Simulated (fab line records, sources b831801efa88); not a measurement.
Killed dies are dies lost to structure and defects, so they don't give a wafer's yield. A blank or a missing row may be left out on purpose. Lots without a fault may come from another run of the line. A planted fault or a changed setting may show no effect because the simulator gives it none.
Chamber matching | flow gf180mcu | GF_V4_CMP_04 on cmp-01: 4 sister chambers
The step polishes SiO2. 8 wafers are shown with their chamber, then 11 later ones without.

WAFERS WITH THEIR CHAMBER
wafer  | chamber | motor_current_A (A) | time_to_endpoint_s (s)
L083.4 | 3       | 13.4                | 94
L087.1 | 2       | 11.6                | 80
L087.5 | 1       | 12.4                | 86
L087.6 | 0       | 10.5                | 87
L088.3 | 0       | 12.1                | 81
L088.5 | 2       | 11.1                | 79
L088.6 | 3       | 13.1                | 93
L091.2 | 1       | 12.7                | 84

WAFERS WITHOUT THEIR CHAMBER
wafer  | motor_current_A (A) | time_to_endpoint_s (s)
L091.3 | 11.8                | 78
L091.5 | 11.8                | 81
L096.1 | 13.0                | 91
L096.4 | 13.0                | 95
L096.6 | 11.5                | 80
L092.1 | 12.1                | 89
L092.2 | 12.0                | 86
L092.4 | 12.9                | 94
L097.3 | 11.7                | 83
L097.5 | 11.3                | 79
L097.6 | 13.3                | 91

WHICH CHAMBER EACH WENT THROUGH
wafer  | from the rows above          | in truth
L091.3 | can't be placed: 2 or 0      | 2
L091.5 | can't be placed: 2 or 0 or 1 | 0
L096.1 | can't be placed: 3 or 1      | 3
L096.4 | 3                            | 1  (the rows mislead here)
L096.6 | can't be placed: 2 or 0      | 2
L092.1 | can't be placed: 1 or 0 or 3 | 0
L092.2 | can't be placed: 1 or 0      | 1
L092.4 | 3                            | 3
L097.3 | can't be placed: 0 or 2 or 1 | 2
L097.5 | can't be placed: 2 or 0      | 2
L097.6 | can't be placed: 3 or 1      | 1
Placed correctly: 1 of 11. Can't be placed from these rows: 9 (the true chamber is among the candidates in 9). Placed wrongly: 1.
How it was worked out, from the rows above alone: a wafer's distance from a chamber is the root of the sum, over the readings, of the square of ((its reading less the chamber's mean) divided by the reading's scatter). The wafer belongs to the nearest chamber; if the next one is less than 2 further off, it can't be placed. A chamber's mean is the mean of its shown wafers. The scatter: the root of (the sum of the squares of (reading less its chamber's mean) over the shown wafers, divided by (wafers less chambers)).
